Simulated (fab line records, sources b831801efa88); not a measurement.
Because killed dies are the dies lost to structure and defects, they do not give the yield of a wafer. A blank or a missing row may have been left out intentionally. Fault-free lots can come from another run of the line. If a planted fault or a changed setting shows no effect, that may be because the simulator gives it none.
fab line records	flow sfqLine
record: lots: 5	wafers: 15	lastDay: 75
route steps=325 shown I4@167 JJ@178
lots that met no fault: from a run of the same line without faults
startH: hours from the record's opening day to when the first of the lot's shown wafers began	waitH: hours from the lot's prior step to this one	" same as the row above	L1.1+2: several wafers, shown together as one row	- either no value or no given start	* or withheld: withheld	< > ~ a bound
route shown NAME@n: names a module that has steps shown in the file, with the first one's number in the route	usual: average and standard deviation across the fault-free wafers	same: alike in all rows	chamber/n: place in a boat	sites: the reading at each site	_std_site: standard deviation across them	_edge_site: outer sites' mean less inner sites'	radiusMm: for every site, how far away it sits from the centre of the wafer	mask NAME#n: copy n	behind: the tool/chamber that last shaped the wafer	hold: cause of the lot's hold/its duration in hours/its outcome	device: whichever transistor did not switch (one of n, p or np)	end of line: the same wafers' tests at the end of the route	for a step that has no rows: nothing shown but its recipe	killed: dies lost to structure and defects at the first sort, not the wafer's yield	map: a wafer's dies, marking killed ones x, the rest . and places with no die _
set.NAME: setting as actually run; set.NAME@STEP: the setting as run at that earlier step	model.NAME: the simulator's own value behind a step, which no gauge read
lots seen at some steps along the route; tables by step, rows by wafer
services: from which hour (startH, from the record's first day; less than 0 if before it) a tool's chamber was out of use, for how many hours, and why
== steps ==
step: SFQ_TRILAYER_I4_VIA_LITHO_COAT_108
recipe: resist: BARC	spinRpm: 3000	resistThkNm: 62
usual: resistLineTempC: 23.01/0.11
lot.wafer	tool	chamber	startH	waitH	resistLineTempC
L074.1	lithoTrack-01	0	818.65	1.0	22.93
L074.2	"	0	"	"	23.00
L074.6	"	0	"	"	22.96
L077.2	lithoTrack-04	0	849.05	0.8	22.86
L077.4	"	0	"	"	22.77
L077.5	"	0	"	"	22.69
L086.4	lithoTrack-04	0	948.15	0.6	22.90
L086.5	"	0	"	"	23.00
L086.6	"	0	"	"	23.04
L087.1	lithoTrack-01	0	960.96	1.0	23.10
L087.3	"	0	"	"	23.16
L087.5	"	0	"	"	23.33
L097.4	lithoTrack-01	0	1071.46	0.6	23.01
L097.5	"	0	"	"	23.01
L097.6	"	0	"	"	22.88
step: SFQ_TRILAYER_I4_VIA_LITHO_COAT_103
recipe: resist: KrF	spinRpm: 3000	resistThkNm: 650
usual: resistLineTempC: 22.98/0.12
lot.wafer	tool	chamber	startH	waitH	resistLineTempC
L074.1	lithoTrack-01	0	818.95	0.2	22.99
L074.2	"	0	"	"	22.85
L074.6	"	0	"	"	22.81
L077.2	lithoTrack-04	0	849.35	0.2	23.09
L077.4	"	0	"	"	22.95
L077.5	"	0	"	"	22.89
L086.4	lithoTrack-04	0	948.45	0.2	22.93
L086.5	"	0	"	"	22.84
L086.6	"	0	"	"	22.93
L087.1	lithoTrack-01	0	961.26	0.2	22.91
L087.3	"	0	"	"	22.91
L087.5	"	0	"	"	22.89
L097.4	lithoTrack-01	0	1071.76	0.2	22.99
L097.5	"	0	"	"	23.00
L097.6	"	0	"	"	23.07
step: SFQ_TRILAYER_I4_VIA_LITHO_SOFTBAKE_107
recipe: tempC: withheld	timeS: withheld	resist: KrF
usual: resistLineTempC: *
lot.wafer	tool	chamber	startH	waitH	resistLineTempC
L074.1	lithoTrack-01	0	819.25	0.2	*
L074.2	"	0	"	"	*
L074.6	"	0	"	"	*
L077.2	lithoTrack-04	0	849.62	0.2	*
L077.4	"	0	"	"	*
L077.5	"	0	"	"	*
L086.4	lithoTrack-04	0	948.67	0.2	*
L086.5	"	0	"	"	*
L086.6	"	0	"	"	*
L087.1	lithoTrack-01	0	961.56	0.2	*
L087.3	"	0	"	"	*
L087.5	"	0	"	"	*
L097.4	lithoTrack-01	0	1071.98	0.2	*
L097.5	"	0	"	"	*
L097.6	"	0	"	"	*
step: SFQ_TRILAYER_I4_VIA_LITHO_EXPOSE_104
recipe: maskId: I4	na: 0.6	sourceShape: conventional	sigmaOuter: 0.65	targetCdNm: 700	doseMj: 21.3
lot.wafer	tool	chamber	startH	waitH	mask
L074.1+2+6	krfScanner-01	0	872.21	-	I4#0
L077.2+4+5	krfScanner-01	0	908.96	-	I4#0
L086.4+5+6	krfScanner-01	0	1014.60	-	I4#0
L087.1+3+5	krfScanner-01	0	1028.20	-	I4#0
L097.4+5+6	krfScanner-01	0	1163.99	-	I4#0
step: SFQ_TRILAYER_I4_VIA_LITHO_PEB_106
recipe: pebTempC: 115	pebTimeS: 60	resist: KrF
usual: heaterPowerTotalW: 79.15/0.071	resistLineTempC: 22.98/0.1
lot.wafer	tool	chamber	startH	waitH	heaterPowerTotalW	resistLineTempC
L074.1	lithoTrack-04	0	873.41	1.0	78.95	23.04
L074.2	"	0	"	"	79.22	22.80
L074.6	"	0	"	"	79.14	22.96
L077.2	lithoTrack-02	0	909.99	0.8	79.04	22.95
L077.4	"	0	"	"	79.20	22.96
L077.5	"	0	"	"	79.22	23.02
L086.4	lithoTrack-01	0	1015.27	0.5	79.03	23.06
L086.5	"	0	"	"	79.11	23.01
L086.6	"	0	"	"	79.10	23.03
L087.1	lithoTrack-02	0	1029.40	1.0	79.24	23.01
L087.3	"	0	"	"	79.16	23.06
L087.5	"	0	"	"	79.18	22.89
L097.4	lithoTrack-02	0	1164.66	0.5	79.18	22.75
L097.5	"	0	"	"	79.20	22.92
L097.6	"	0	"	"	79.17	22.81
step: SFQ_TRILAYER_I4_VIA_LITHO_DEVELOP_105
recipe: timeS: 60	resist: KrF
usual: resistLineTempC: 23.01/0.1
lot.wafer	tool	chamber	startH	waitH	resistLineTempC
L074.1	lithoTrack-04	0	873.56	0.1	23.00
L074.2	"	0	"	"	22.99
L074.6	"	0	"	"	22.86
L077.2	lithoTrack-02	0	910.14	0.1	23.04
L077.4	"	0	"	"	23.05
L077.5	"	0	"	"	23.08
L086.4	lithoTrack-01	0	1015.42	0.1	23.02
L086.5	"	0	"	"	23.17
L086.6	"	0	"	"	23.11
L087.1	lithoTrack-02	0	1029.55	0.1	23.13
L087.3	"	0	"	"	22.89
L087.5	"	0	"	"	23.07
L097.4	lithoTrack-02	0	1164.81	0.1	22.90
L097.5	"	0	"	"	22.94
L097.6	"	0	"	"	23.11
step: SFQ_I4_OVL_MEAS_928
usual: I4_OVL: 0/5
lot.wafer	tool	chamber	startH	waitH	I4_OVL[nm]
L074.1	overlay-02	-	873.71	0.1	-4
L074.2	"	-	"	"	-2
L074.6	"	-	"	"	-13
L077.2	overlay-02	-	910.27	0.1	3
L077.4	"	-	"	"	2
L077.5	"	-	"	"	5
L086.4	overlay-02	-	1015.52	0.1	8
L086.5	"	-	"	"	4
L086.6	"	-	"	"	9
L087.1	overlay-01	-	1029.70	0.1	-9
L087.3	"	-	"	"	1
L087.5	"	-	"	"	-4
L097.4	overlay-02	-	1164.90	0.1	8
L097.5	"	-	"	"	4
L097.6	"	-	"	"	4
step: SFQ_TRILAYER_I4_VIA_BARC_OPEN_VIA_ETCH_146
recipe: maskMaterial: PR	chemistry: O2	targetDepthNm: 125	target: BARC	sourceW: 500	biasW: 80	pressureMtorr: 30	timeS: 41.7
usual: drypumpMotorCurrentA: 5.4/0.36	oesProductAu: 0.685/0.0047	rfFwdPowerW: 494.1/2
lot.wafer	tool	chamber	startH	waitH	drypumpMotorCurrentA	oesProductAu	rfFwdPowerW	rfHoursCounterH
L074.1	rieDiel-02	2	873.75	0.0	6.0	0.691	494.6	8
L074.2	"	3	"	"	6.0	0.684	492.5	13
L074.6	"	1	"	"	5.2	0.684	493.3	-
L077.2	rieDiel-02	1	910.30	0.0	5.1	0.691	492.8	14
L077.4	"	3	"	"	6.0	0.686	493.4	13
L077.5	"	2	"	"	6.0	0.683	489.8	-
L086.4	rieDiel-01	0	1015.54	0.0	5.2	0.675	491.5	3
L086.5	"	2	"	"	5.6	0.674	494.5	-
L086.6	"	3	"	"	5.4	0.687	492.5	-
L087.1	rieDiel-04	1	1029.74	0.0	5.8	0.695	498.6	9
L087.3	"	2	"	"	5.3	0.679	492.5	3
L087.5	"	1	"	"	5.8	0.689	497.8	-
L097.4	rieDiel-01	3	1164.92	0.0	5.4	0.682	494.9	16
L097.5	"	0	"	"	5.2	0.684	493.4	-
L097.6	"	1	"	"	5.1	0.683	494.5	-
step: SFQ_TRILAYER_I4_VIA_ETCH_VIA_ETCH_106
recipe: target: SiO2	stopOn: Nb	maskMaterial: PR	taperDeg: 20	chemistry: CHF3	targetDepthNm: 260	sourceW: 500	biasW: 80	pressureMtorr: 30	timeS: withheld
usual: drypumpMotorCurrentA: 5.4/0.35	oesProductAu: 0.855/0.0049	rfFwdPowerW: 497.9/1.5
lot.wafer	tool	chamber	startH	waitH	drypumpMotorCurrentA	oesProductAu	rfFwdPowerW
L074.1	rieDiel-02	2	873.79	0.0	6.0	0.851	497.0
L074.2	"	3	"	"	6.0	0.857	497.2
L074.6	"	1	"	"	5.2	0.853	501.5
L077.2	rieDiel-02	1	910.34	0.0	5.2	0.855	498.3
L077.4	"	3	"	"	6.0	0.855	496.1
L077.5	"	2	"	"	6.0	0.854	497.3
L086.4	rieDiel-01	0	1015.58	0.0	5.2	0.862	500.5
L086.5	"	2	"	"	5.6	0.849	498.1
L086.6	"	3	"	"	5.4	0.849	495.9
L087.1	rieDiel-04	1	1029.78	0.0	5.8	0.854	497.7
L087.3	"	2	"	"	5.4	0.850	497.4
L087.5	"	1	"	"	5.8	0.856	499.9
L097.4	rieDiel-01	3	1164.96	0.0	5.4	0.857	496.3
L097.5	"	0	"	"	5.2	0.851	498.8
L097.6	"	1	"	"	5.2	0.853	498.7
step: SFQ_TRILAYER_I4_VIA_STRIP_STRIP_107
recipe: gas: O2	powerW: 200	platenTempC: 40	overashFraction: 0.65	chemistry: O2	pressureMtorr: 50
usual: drypumpMotorCurrentA: 5.9/0.38	oesProductAu: 0.997/0.01
same: overashFraction: 0.65
lot.wafer	tool	chamber	startH	waitH	drypumpMotorCurrentA	oesProductAu	rfHoursCounterH
L074.1	rieMetal-02	1	873.90	-	6.2	0.993	98
L074.2	"	0	"	"	5.6	0.987	125
L074.6	"	0	"	"	5.6	0.989	-
L077.2	rieMetal-01	0	910.45	-	5.8	0.987	3
L077.4	"	1	"	"	5.9	0.973	-
L077.5	"	1	"	"	5.9	0.980	-
L086.4	rieMetal-01	1	1015.89	-	5.9	0.995	-
L086.5	"	1	"	"	5.9	1.004	-
L086.6	"	0	"	"	5.8	0.994	-
L087.1	rieMetal-04	1	1029.89	-	5.5	1.015	81
L087.3	"	0	"	"	6.4	1.002	-
L087.5	"	0	"	"	6.4	1.002	-
L097.4	rieMetal-01	0	1165.27	-	5.8	0.987	-
L097.5	"	0	"	"	5.7	0.981	-
L097.6	"	1	"	"	5.8	0.999	-
step: SFQ_TRILAYER_I4_VIA_STRIP_SOLV_CLEAN_108
recipe: chemistry: NMP	tempC: 70	timeS: 600
usual: bathGuardTempC: 69.9/0.5
lot.wafer	tool	chamber	startH	waitH	bathGuardTempC
L074.1	wetBench-04	4	874.50	0.4	69.7
L074.2	"	2	"	"	70.2
L074.6	"	7	"	"	70.5
L077.2	wetBench-01	6	911.05	0.4	69.3
L077.4	"	0	"	"	69.7
L077.5	"	2	"	"	70.9
L086.4	wetBench-02	2	1016.29	0.2	69.4
L086.5	"	6	"	"	69.2
L086.6	"	4	"	"	70.0
L087.1	wetBench-04	0	1030.49	0.4	69.5
L087.3	"	1	"	"	71.0
L087.5	"	2	"	"	70.2
L097.4	wetBench-02	4	1165.67	0.2	69.7
L097.5	"	2	"	"	70.0
L097.6	"	6	"	"	69.4
step: SFQ_TRILAYER_JJ_TRILAYER_DEP_PRE_CLEAN_113
recipe: gas: Ar	timeS: 22.5	biasV: 250
lot.wafer	tool	chamber	startH	waitH
L074.1+2+6	pvdSputter-04	-	874.67	0.0
L077.2+4+5	pvdSputter-03	-	911.22	0.0
L086.4+5+6	pvdSputter-04	-	1016.46	0.0
L087.1+3+5	pvdSputter-04	-	1030.66	0.0
L097.4+5+6	pvdSputter-06	-	1165.85	0.0
step: SFQ_TRILAYER_JJ_TRILAYER_DEP_SPUTTER_109
recipe: material: Nb	basePressurePa: 1.33e-06	chamberPressurePa: 0.1333	substrateTempC: 20	targetThkNm: 150	powerW: 2000	timeS: 100
usual: throttleValvePct: 30.2/0.85
lot.wafer	tool	chamber	startH	waitH	throttleValvePct
L074.1	pvdSputter-04	-	874.70	0.0	29.9
L074.2	"	-	"	"	29.9
L074.6	"	-	"	"	29.6
L077.2	pvdSputter-03	-	911.25	0.0	29.8
L077.4	"	-	"	"	29.3
L077.5	"	-	"	"	30.1
L086.4	pvdSputter-04	-	1016.49	0.0	30.0
L086.5	"	-	"	"	29.9
L086.6	"	-	"	"	29.6
L087.1	pvdSputter-04	-	1030.69	0.0	29.7
L087.3	"	-	"	"	30.7
L087.5	"	-	"	"	29.5
L097.4	pvdSputter-06	-	1165.88	0.0	31.1
L097.5	"	-	"	"	30.9
L097.6	"	-	"	"	30.9
step: SFQ_TRILAYER_JJ_TRILAYER_DEP_SPUTTER_110
recipe: material: Al	basePressurePa: 1.33e-06	targetThkNm: 8	powerW: 500	timeS: 10	chamberPressurePa: 0.4
usual: throttleValvePct: 30.2/0.86
lot.wafer	tool	chamber	startH	waitH	throttleValvePct
L074.1	pvdSputter-04	-	874.78	0.0	29.8
L074.2	"	-	"	"	29.7
L074.6	"	-	"	"	29.7
L077.2	pvdSputter-03	-	911.33	0.0	29.7
L077.4	"	-	"	"	29.2
L077.5	"	-	"	"	30.0
L086.4	pvdSputter-04	-	1016.56	0.0	29.8
L086.5	"	-	"	"	30.0
L086.6	"	-	"	"	30.0
L087.1	pvdSputter-04	-	1030.76	0.0	29.5
L087.3	"	-	"	"	31.2
L087.5	"	-	"	"	29.5
L097.4	pvdSputter-06	-	1165.95	0.0	30.8
L097.5	"	-	"	"	31.1
L097.6	"	-	"	"	31.0
step: SFQ_TRILAYER_JJ_TRILAYER_DEP_AL_OXIDATION_111
recipe: pressureMbar: 0.014667	oxidationTimeS: 600	temperatureK: 293
usual: pressureMbar: 0.014668/2.9e-05
lot.wafer	tool	chamber	startH	waitH	pressureMbar
L074.1	pvdSputter-04	-	874.80	0.0	0.014678
L074.2	"	-	"	"	0.014655
L074.6	"	-	"	"	0.014647
L077.2	pvdSputter-03	-	911.35	0.0	0.014666
L077.4	"	-	"	"	0.014715
L077.5	"	-	"	"	0.014683
L086.4	pvdSputter-04	-	1016.59	0.0	0.014669
L086.5	"	-	"	"	0.014738
L086.6	"	-	"	"	0.014636
L087.1	pvdSputter-04	-	1030.79	0.0	0.014662
L087.3	"	-	"	"	0.014669
L087.5	"	-	"	"	0.014661
L097.4	pvdSputter-06	-	1165.97	0.0	0.014702
L097.5	"	-	"	"	0.014628
L097.6	"	-	"	"	0.014635
step: SFQ_TRILAYER_JJ_TRILAYER_DEP_SPUTTER_112
recipe: material: Nb	basePressurePa: 1.33e-06	chamberPressurePa: 0.1333	substrateTempC: 20	targetThkNm: 170	powerW: 2000	timeS: 113.3
usual: throttleValvePct: 30.2/0.85
lot.wafer	tool	chamber	startH	waitH	throttleValvePct
L074.1	pvdSputter-04	-	875.80	0.5	29.7
L074.2	"	-	"	"	29.6
L074.6	"	-	"	"	30.1
L077.2	pvdSputter-03	-	912.35	0.5	30.1
L077.4	"	-	"	"	29.2
L077.5	"	-	"	"	30.0
L086.4	pvdSputter-04	-	1017.59	0.5	29.9
L086.5	"	-	"	"	30.1
L086.6	"	-	"	"	29.8
L087.1	pvdSputter-04	-	1031.79	0.5	29.6
L087.3	"	-	"	"	30.8
L087.5	"	-	"	"	29.7
L097.4	pvdSputter-06	-	1166.97	0.5	31.0
L097.5	"	-	"	"	31.1
L097.6	"	-	"	"	30.8
step: SFQ_JJ_RS_MEAS_929
recipe: thkMeasGauge: four-point-probe	reads: Nb_of_TRILAYER_JJ_TRILAYER_DEP_SPUTTER_112
usual: JJ_NB_RS: 1.046/0.011
lot.wafer	tool	chamber	startH	waitH	JJ_NB_RS[ohm/sq]
L074.1	filmMetro-01	-	875.88	0.0	1.053
L074.2	"	-	"	"	1.047
L074.6	"	-	"	"	1.043
L077.2	filmMetro-04	-	912.45	0.1	1.054
L077.4	"	-	"	"	1.053
L077.5	"	-	"	"	1.039
L086.4	filmMetro-02	-	1017.73	0.1	1.064
L086.5	"	-	"	"	1.060
L086.6	"	-	"	"	1.058
L087.1	filmMetro-02	-	1031.87	0.0	1.053
L087.3	"	-	"	"	1.056
L087.5	"	-	"	"	1.057
L097.4	filmMetro-04	-	1167.11	0.1	1.071
L097.5	"	-	"	"	1.064
L097.6	"	-	"	"	1.070
step: SFQ_TRILAYER_JJ_CE_LITHO_COAT_119
recipe: resist: BARC	spinRpm: 3000	resistThkNm: 62
usual: resistLineTempC: 22.98/0.097
lot.wafer	tool	chamber	startH	waitH	resistLineTempC
L074.1	lithoTrack-03	0	876.11	0.1	23.05
L074.2	"	0	"	"	22.83
L074.6	"	0	"	"	22.99
L077.2	lithoTrack-02	0	912.67	0.1	23.17
L077.4	"	0	"	"	23.00
L077.5	"	0	"	"	22.88
L086.4	lithoTrack-03	0	1018.00	0.2	22.91
L086.5	"	0	"	"	22.78
L086.6	"	0	"	"	23.04
L087.1	lithoTrack-04	0	1032.05	0.1	22.94
L087.3	"	0	"	"	23.00
L087.5	"	0	"	"	22.94
L097.4	lithoTrack-03	0	1167.38	0.2	22.88
L097.5	"	0	"	"	22.96
L097.6	"	0	"	"	22.99
step: SFQ_TRILAYER_JJ_CE_LITHO_COAT_114
recipe: resist: KrF	spinRpm: 3000	resistThkNm: 600
usual: resistLineTempC: 22.99/0.099
lot.wafer	tool	chamber	startH	waitH	resistLineTempC
L074.1	lithoTrack-03	0	876.41	0.2	23.13
L074.2	"	0	"	"	23.03
L074.6	"	0	"	"	23.01
L077.2	lithoTrack-02	0	912.97	0.2	22.89
L077.4	"	0	"	"	22.90
L077.5	"	0	"	"	22.89
L086.4	lithoTrack-03	0	1018.30	0.2	23.04
L086.5	"	0	"	"	23.17
L086.6	"	0	"	"	23.05
L087.1	lithoTrack-04	0	1032.35	0.2	22.98
L087.3	"	0	"	"	23.14
L087.5	"	0	"	"	22.87
L097.4	lithoTrack-03	0	1167.68	0.2	23.00
L097.5	"	0	"	"	23.02
L097.6	"	0	"	"	23.00
step: SFQ_TRILAYER_JJ_CE_LITHO_SOFTBAKE_118
recipe: tempC: withheld	timeS: withheld	resist: KrF
usual: resistLineTempC: *
lot.wafer	tool	chamber	startH	waitH	resistLineTempC
L074.1	lithoTrack-03	0	876.71	0.2	*
L074.2	"	0	"	"	*
L074.6	"	0	"	"	*
L077.2	lithoTrack-02	0	913.25	0.2	*
L077.4	"	0	"	"	*
L077.5	"	0	"	"	*
L086.4	lithoTrack-03	0	1018.52	0.2	*
L086.5	"	0	"	"	*
L086.6	"	0	"	"	*
L087.1	lithoTrack-04	0	1032.65	0.2	*
L087.3	"	0	"	"	*
L087.5	"	0	"	"	*
L097.4	lithoTrack-03	0	1167.91	0.2	*
L097.5	"	0	"	"	*
L097.6	"	0	"	"	*
step: SFQ_TRILAYER_JJ_CE_LITHO_EXPOSE_115
recipe: maskId: J5	na: 0.6	sourceShape: conventional	sigmaOuter: 0.65	targetCdNm: 700	doseMj: 14.4
lot.wafer	tool	chamber	startH	waitH	mask
L074.1+2+6	krfScanner-01	0	935.16	-	J5#0
L077.2+4+5	krfScanner-01	0	973.86	-	J5#0
L086.4+5+6	krfScanner-01	0	1093.46	-	J5#0
L087.1+3+5	krfScanner-01	0	1108.46	-	J5#0
L097.4+5+6	krfScanner-01	0	1280.51	-	J5#0
step: SFQ_TRILAYER_JJ_CE_LITHO_PEB_117
recipe: pebTempC: 115	pebTimeS: 60	resist: KrF
usual: heaterPowerTotalW: 79.15/0.07	resistLineTempC: 22.99/0.11
lot.wafer	tool	chamber	startH	waitH	heaterPowerTotalW	resistLineTempC
L074.1	lithoTrack-02	0	936.36	1.0	79.10	22.96
L074.2	"	0	"	"	79.07	22.98
L074.6	"	0	"	"	79.15	22.87
L077.2	lithoTrack-03	0	974.89	0.8	79.18	22.94
L077.4	"	0	"	"	79.14	23.02
L077.5	"	0	"	"	79.13	23.03
L086.4	lithoTrack-02	0	1094.13	0.5	79.03	22.98
L086.5	"	0	"	"	79.11	22.91
L086.6	"	0	"	"	79.08	23.01
L087.1	lithoTrack-02	0	1109.66	1.0	79.16	22.98
L087.3	"	0	"	"	79.11	23.10
L087.5	"	0	"	"	79.21	23.08
L097.4	lithoTrack-04	0	1281.19	0.5	79.14	23.07
L097.5	"	0	"	"	79.25	23.04
L097.6	"	0	"	"	79.22	22.98
step: SFQ_TRILAYER_JJ_CE_LITHO_DEVELOP_116
recipe: timeS: 60	resist: KrF
usual: resistLineTempC: 22.99/0.1
lot.wafer	tool	chamber	startH	waitH	resistLineTempC
L074.1	lithoTrack-02	0	936.51	0.1	22.90
L074.2	"	0	"	"	22.90
L074.6	"	0	"	"	22.95
L077.2	lithoTrack-03	0	975.04	0.1	23.01
L077.4	"	0	"	"	23.17
L077.5	"	0	"	"	23.04
L086.4	lithoTrack-02	0	1094.28	0.1	23.16
L086.5	"	0	"	"	23.10
L086.6	"	0	"	"	23.15
L087.1	lithoTrack-02	0	1109.81	0.1	23.16
L087.3	"	0	"	"	23.01
L087.5	"	0	"	"	22.97
L097.4	lithoTrack-04	0	1281.34	0.1	22.98
L097.5	"	0	"	"	23.03
L097.6	"	0	"	"	22.91
step: SFQ_JJ_OVL_MEAS_931
usual: J5_OVL: 1/6.3
lot.wafer	tool	chamber	startH	waitH	J5_OVL[nm]
L074.1	overlay-02	-	936.66	0.1	-6
L074.2	"	-	"	"	-13
L074.6	"	-	"	"	-9
L077.2	overlay-01	-	975.17	0.1	9
L077.4	"	-	"	"	3
L077.5	"	-	"	"	-2
L086.4	overlay-01	-	1094.38	0.1	-2
L086.5	"	-	"	"	3
L086.6	"	-	"	"	-1
L087.1	overlay-02	-	1109.96	0.1	-1
L087.3	"	-	"	"	-3
L087.5	"	-	"	"	2
L097.4	overlay-01	-	1281.43	0.1	-2
L097.5	"	-	"	"	-12
L097.6	"	-	"	"	-6
step: SFQ_TRILAYER_JJ_CE_METRO_MEASURE_117
usual: cdNm: 700.2/1.2
lot.wafer	tool	chamber	startH	waitH	cdNm
L074.1	cdSem-02	-	936.70	0.0	699.6
L074.2	"	-	"	"	700.1
L074.6	"	-	"	"	699.8
L077.2	cdSem-01	-	975.40	0.2	701.8
L077.4	"	-	"	"	701.0
L077.5	"	-	"	"	700.2
L086.4	cdSem-01	-	1094.99	0.6	700.8
L086.5	"	-	"	"	700.4
L086.6	"	-	"	"	699.6
L087.1	cdSem-02	-	1109.99	0.0	699.7
L087.3	"	-	"	"	699.5
L087.5	"	-	"	"	700.0
L097.4	cdSem-02	-	1282.05	0.6	699.2
L097.5	"	-	"	"	700.0
L097.6	"	-	"	"	699.5
step: SFQ_TRILAYER_JJ_CE_BARC_OPEN_RIE_150
recipe: maskMaterial: PR	chemistry: O2	targetDepthNm: 240	target: BARC	icpW: 600	biasW: 80	pressureMtorr: 10	timeS: 80
usual: drypumpMotorCurrentA: 5.9/0.32	oesProductAu: 0.538/0.0044	rfFwdPowerW: 594.9/2.1
lot.wafer	tool	chamber	startH	waitH	drypumpMotorCurrentA	oesProductAu	rfFwdPowerW	rfHoursCounterH
L074.1	rieMetal-04	1	937.90	1.0	5.4	0.534	596.3	65
L074.2	"	0	"	"	6.4	0.533	594.2	109
L074.6	"	0	"	"	6.4	0.547	595.1	-
L077.2	rieMetal-03	1	976.40	0.8	6.0	0.538	594.4	76
L077.4	"	1	"	"	6.0	0.541	592.4	-
L077.5	"	1	"	"	5.9	0.534	594.2	-
L086.4	rieMetal-02	1	1095.69	0.5	6.2	0.529	593.8	-
L086.5	"	1	"	"	6.2	0.535	593.0	-
L086.6	"	1	"	"	6.2	0.533	592.5	-
L087.1	rieMetal-03	0	1111.19	1.0	5.9	0.535	593.5	60
L087.3	"	0	"	"	5.9	0.534	592.6	-
L087.5	"	0	"	"	5.9	0.534	594.4	-
L097.4	rieMetal-04	0	1282.74	0.5	6.4	0.538	598.6	-
L097.5	"	0	"	"	6.4	0.540	593.2	-
L097.6	"	0	"	"	6.4	0.540	594.1	-
step: SFQ_TRILAYER_JJ_CE_ETCH_RIE_118
recipe: target: Nb	stopOn: Al2O3	maskMaterial: PR	taperDeg: 13.257	overEtchFrac: 0.15	timeS: 97.7	chemistry: SF6	targetDepthNm: 170	icpW: 600	biasW: 80	pressureMtorr: 10
usual: drypumpMotorCurrentA: 5.9/0.33	oesProductAu: 0.990/0.0064	rfFwdPowerW: 595.9/2.2
same: overEtchFrac: 0.15
lot.wafer	tool	chamber	startH	waitH	drypumpMotorCurrentA	oesProductAu	rfFwdPowerW	rfHoursCounterH
L074.1	rieMetal-04	1	937.99	0.1	5.4	0.987	592.8	65
L074.2	"	0	"	"	6.4	0.989	594.2	109
L074.6	"	0	"	"	6.4	0.984	597.9	-
L077.2	rieMetal-03	1	976.49	0.1	6.0	0.985	597.1	76
L077.4	"	1	"	"	6.0	0.988	592.9	-
L077.5	"	1	"	"	5.9	0.992	595.0	-
L086.4	rieMetal-02	1	1095.88	0.2	6.2	0.981	594.6	-
L086.5	"	1	"	"	6.3	0.981	591.3	-
L086.6	"	1	"	"	6.3	0.985	594.5	-
L087.1	rieMetal-03	0	1111.29	0.1	5.9	0.988	596.2	60
L087.3	"	0	"	"	5.8	0.995	591.1	-
L087.5	"	0	"	"	5.8	0.989	595.0	-
L097.4	rieMetal-04	0	1282.94	0.2	6.4	0.978	598.2	-
L097.5	"	0	"	"	6.4	0.978	599.6	-
L097.6	"	0	"	"	6.4	0.984	596.6	-
step: SFQ_TRILAYER_JJ_ANODIZE_ANODIZE_119
recipe: currentDensityMaCm2: withheld	endCurrentDensityMaCm2: withheld	bathTempC: withheld
lot.wafer	tool	chamber	startH	waitH
L074.1+2+6	wetBench-06	4,1,0	938.09	0.1
L077.2+4+5	wetBench-05	4,5,7	976.59	0.1
L086.4+5+6	wetBench-06	5,0,4	1095.99	0.1
L087.1+3+5	wetBench-05	4,5,2	1111.39	0.1
L097.4+5+6	wetBench-05	7,1,5	1283.04	0.1
== services ==
tool	chamber	startH	hours	kind
pvdSputter-04	-	798.62	12.4	repair
pvdSputter-06	-	829.98	2.5	repair
pvdSputter-03	-	837.28	3.4	repair
krfScanner-01	-	852.33	1.0	pm
rieMetal-04	1	857.93	4.7	repair
krfScanner-01	-	864.97	0.5	repair
krfScanner-01	-	881.42	8.1	repair
pvdSputter-06	-	891.68	10.4	repair
pvdSputter-03	-	916.43	0.7	repair
pvdSputter-03	-	936.56	2.1	repair
krfScanner-01	-	961.56	1.3	pm
pvdSputter-04	-	961.72	7.0	repair
krfScanner-01	-	1021.20	1.0	pm
krfScanner-01	-	1068.59	3.1	repair
krfScanner-01	-	1085.84	0.1	repair
krfScanner-01	-	1110.72	0.7	repair
krfScanner-01	-	1136.65	1.3	pm
krfScanner-01	-	1166.67	0.2	repair
krfScanner-01	-	1185.69	0.4	repair
krfScanner-01	-	1189.79	1.0	pm
krfScanner-01	-	1206.39	0.8	pm
pvdSputter-04	-	1213.66	2.1	repair
krfScanner-01	-	1243.46	4.0	pm
krfScanner-01	-	1270.04	2.8	repair
== key ==
fault none
